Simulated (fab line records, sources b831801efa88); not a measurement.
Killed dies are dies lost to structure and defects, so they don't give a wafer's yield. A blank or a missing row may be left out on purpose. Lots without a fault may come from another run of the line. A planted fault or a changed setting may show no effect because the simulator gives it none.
One fault seen from 2 desks | flow sky130 | each desk has only its own numbers; what lay behind them comes last

THE METROLOGY DESK
What the gauges read, lot by lot, whatever tool the lot ran on: means of the sampled wafers that have a number. A lot is out of limits, marked OUT, if its mean lies more than 4 standard deviations from the usual mean; the brackets give that distance.
Columns: A = PWDE_OVL at SKY_PWDE_OVL_MEAS_07, usual 0.4 nm; B = PWDE_TW at SKY_PWDE_TW_MEAS_10, usual 372; C = NWELL_00_OVL at SKY_NWELL_OVL_MEAS_10, usual -1.1 nm
lot  | first seen here | A    | B   | C
L297 | day 5 01:48     | 0.2  | 377 | -2.4
L302 | day 6 04:12     | -0.1 | 368 | -0.9
L304 | day 6 15:12     | 2.0  | 368 | -2.7
L309 | day 7 17:00     | 1.4  | 380 | 0.0
L313 | day 8 19:33     | 1.5  | 369 | 1.2
L314 | day 9 00:03     | 0.5  | 370 | -0.1
This desk's finding: nothing out of limits on any of the 6 lots.

THE TOOL OWNER'S DESK: implanter-03
The tool's own readings at SKY_NWELL_IMPLANT_11: means of the sampled wafers that have a number, for each lot that ran on this tool. A lot is out of limits, marked OUT, if its mean lies more than 4 standard deviations from the usual mean; the brackets give that distance.
Columns: A = beam_energy_keV at SKY_NWELL_IMPLANT_11, usual 399.97
lot  | first seen here | A
L302 | day 6 23:11     | 399.98
L309 | day 8 14:04     | 385.36 (-99 or more) OUT
L313 | day 9 17:05     | 385.49 (-99 or more) OUT
This desk's finding: out of limits on L309, L313; first on L309, day 8 14:04 (beam_energy_keV at SKY_NWELL_IMPLANT_11). In limits: L302.

PUT TOGETHER
The tool owner's desk could have raised an alarm at day 8 14:04, on L309, L313.
The metrology desk saw nothing out of limits.
The metrology desk has L309, L313 on record, within its limits.
Of the lots named, all ran SKY_NWELL_IMPLANT_11 on implanter-03.

WHAT THE SIMULATOR HAD PUT IN
Process parameter drift: implanter-03, from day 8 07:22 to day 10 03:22, at SKY_NWELL_IMPLANT_11. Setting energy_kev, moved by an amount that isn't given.
Lots struck among those shown: L309, L313.
Hours from the fault's start to each desk's first reading out of limits: the tool owner's desk, 7.
